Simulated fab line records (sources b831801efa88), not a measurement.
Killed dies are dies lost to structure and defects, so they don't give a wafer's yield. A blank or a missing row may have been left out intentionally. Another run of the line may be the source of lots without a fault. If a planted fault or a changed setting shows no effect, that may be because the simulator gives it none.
One fault through the eyes of 2 desks -- flow gf180mcu -- numbers are kept per desk, each desk with only its own; the story behind them comes last

== METROLOGY DESK ==
What the gauges read for every lot (on any tool): the sampled wafers with a number, averaged. The brackets show how far a lot's mean lies from the usual mean; more than 4 standard deviations puts the lot out of limits, marked OUT.
Columns: A = cd nm at GF_M3_CD_MEAS_14, usual 280.1 nm; B = M3_OVL at GF_M3_OVL_MEAS_15, usual 2 nm; C = M4_ALCU_RS at GF_M4_RS_MEAS_05, usual 0.0690 ohm/sq; D = M4_ALCU_THK at GF_M4_THK_MEAS_06, usual 447 nm
lot,first seen here,A,B,C,D
L474,day 21 19:41,281.7,5,0.0687,446
L475,day 22 01:31,278.2,-5,0.0694,445
L477,day 23 05:41,277.6,2,0.0679,452
L478,day 23 06:03,280.5,7,0.0691,446
L479,day 23 12:11,279.3,3,0.0687,448
L480,day 24 06:20,280.7,2,0.0693,445
L484,day 25 07:59,278.9,-5,0.0502 (-24) OUT,612 (+33) OUT
L487,day 26 11:43,280.6,8,0.0508 (-23) OUT,606 (+32) OUT
L492,day 27 23:07,281.3,4,0.0696,446
L493,day 28 07:59,281.7,1,0.0687,448
L494,day 28 19:24,281.4,3,0.0688,451
L496,day 29 01:10,281.5,4,0.0695,444
This desk finds L484, L487 out of limits, with the earliest case on L484 at day 26 08:59 (M4_ALCU_RS at GF_M4_RS_MEAS_05). L474, L475, L477, L478, L479, L480, L492, L493, L494, L496: within limits.

== FOR THE TOOL OWNER'S DESK: pvd sputter-04 ==
The tool's own readings at GF_M4_SPUTTER_02 (material AlCu, target thk 450 nm, time 23.9 s): means of the sampled wafers that have a number, for each lot that ran on this tool. The brackets show how far a lot's mean lies from the usual mean; more than 4 standard deviations puts the lot out of limits, marked OUT.
Columns: A = throttle valve pct at GF_M4_SPUTTER_02, usual 30.1 %
lot,first seen here,A
L477,day 24 07:10,29.2
L480,day 25 08:30,30.0
L484,day 26 08:54,29.6
L487,day 27 10:33,30.1
L496,day 29 23:41,29.6
This desk's finding: nothing out of limits on any of the 5 lots.

== PUT TOGETHER ==
On L484, L487, the metrology desk was in a position to raise an alarm at day 26 08:59.
Nothing out of limits was seen by the tool owner's desk.
The tool owner's desk has L484, L487 on record, within its limits.
Every lot named ran GF_M4_SPUTTER_02 on pvd sputter-04.

== WHAT THE SIMULATOR HAD INSERTED ==
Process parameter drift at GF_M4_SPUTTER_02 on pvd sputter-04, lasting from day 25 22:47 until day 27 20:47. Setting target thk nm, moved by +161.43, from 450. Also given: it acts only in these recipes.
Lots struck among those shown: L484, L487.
Delay in hours, fault start to first out-of-limits reading, per desk: metrology desk 10.
